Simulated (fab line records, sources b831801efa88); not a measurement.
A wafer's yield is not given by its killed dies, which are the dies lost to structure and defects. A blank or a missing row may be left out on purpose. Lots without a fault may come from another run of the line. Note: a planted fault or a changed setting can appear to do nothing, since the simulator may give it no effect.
8D (eight disciplines) problem report, filled in by code :: flow sky130 :: the parts of the form that need people (team, actions taken, sign-off) are left out

1. WHAT WENT WRONG
Wafers without a fault read 496.8 W, standard deviation 1.8; rf_fwd_power_W at SKY_METAL3_ETCH_16 reads a mean of 576.6 W on 6 wafers belonging to 2 lots. Measured from the usual mean, that is +44 standard deviations.
The step: etches BARC in N2/H2, stops on SiO2, time 88.2 s, target depth 60 nm.
First seen on wafer L936.2, day 41 10:53, on rie_metal-04. The record holds 18 wafers of 6 lots with a number at this step. The rule behind "out" and "out of limits": a value lying over 4 standard deviations away from the usual mean. All remaining wafers that have a number are taken as sound.

2. WHAT IT IS AND WHAT IT IS NOT
question: which readings at this step
is: rf_fwd_power_W
is not: drypump_motor_current_A, h2_flow_sccm, he_backside_leak_sccm, oes_product_au

question: which lots
is: L936, L937
is not: L940, L945, L948, L949

question: which wafers of those lots
is: all that have a number
is not: -

question: read on which tools
is: rie_metal-04
is not: rie_metal-01, rie_metal-03

question: when
is: from day 41 10:53
is not: up to then (0 sound wafers); but 12 sound wafers of L940, L945, L948, L949 came after

3. THE SUSPECTS, EACH WITH WHAT RULES IT OUT
Counting: a tool at any process step up to the reading remains a suspect when it ran all the lots that are out and ran no sound lot after the first of those.
- rie_metal-04 at SKY_METAL3_DESCUM_15 (chemistry O2, time 8 s): ruled out as a lasting fault. The sound lots L948, L949 went through it after L936, its earliest lot that is out (day 41 10:51).
- rie_metal-04 at SKY_METAL3_ETCH_16 (etches BARC in N2/H2, stops on SiO2, time 88.2 s, target depth 60 nm): ruled out as a lasting fault. The sound lots L948, L949 went through it after L936, its earliest lot that is out (day 41 10:53).
Left after counting: nothing in the record.

4. THE CAUSE (what the simulator had put in)
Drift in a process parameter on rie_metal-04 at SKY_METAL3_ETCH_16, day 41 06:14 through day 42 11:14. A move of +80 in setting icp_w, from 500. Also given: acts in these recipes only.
Counting ruled it out, wrongly.

5. SEQUENCE OF EFFECTS, ordered by route
Each row: a reading whose mean over the struck wafers that have a number lies more than 3 standard deviations from the usual. Only readings for which the record gives a usual standard deviation are gone through. hours: the time from each lot's start at the first step in this table that gives one to its start at this step, as a median over the lots. sigmas: the change in usual standard deviations.
hours: 0
step: SKY_METAL3_ETCH_16
reading: rf_fwd_power_W
usual: 496.8 W
on struck wafers: 576.6
change: +79.8
sigmas: +44
Here are the process steps it includes:
- SKY_METAL3_ETCH_16: etches BARC in N2/H2, stops on SiO2, time 88.2 s, target depth 60 nm.

6. HOW IT WOULD HAVE BEEN CAUGHT EARLIER
First out-of-limits reading in this record: day 41 10:53, which is 5 hours after fault onset at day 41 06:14.
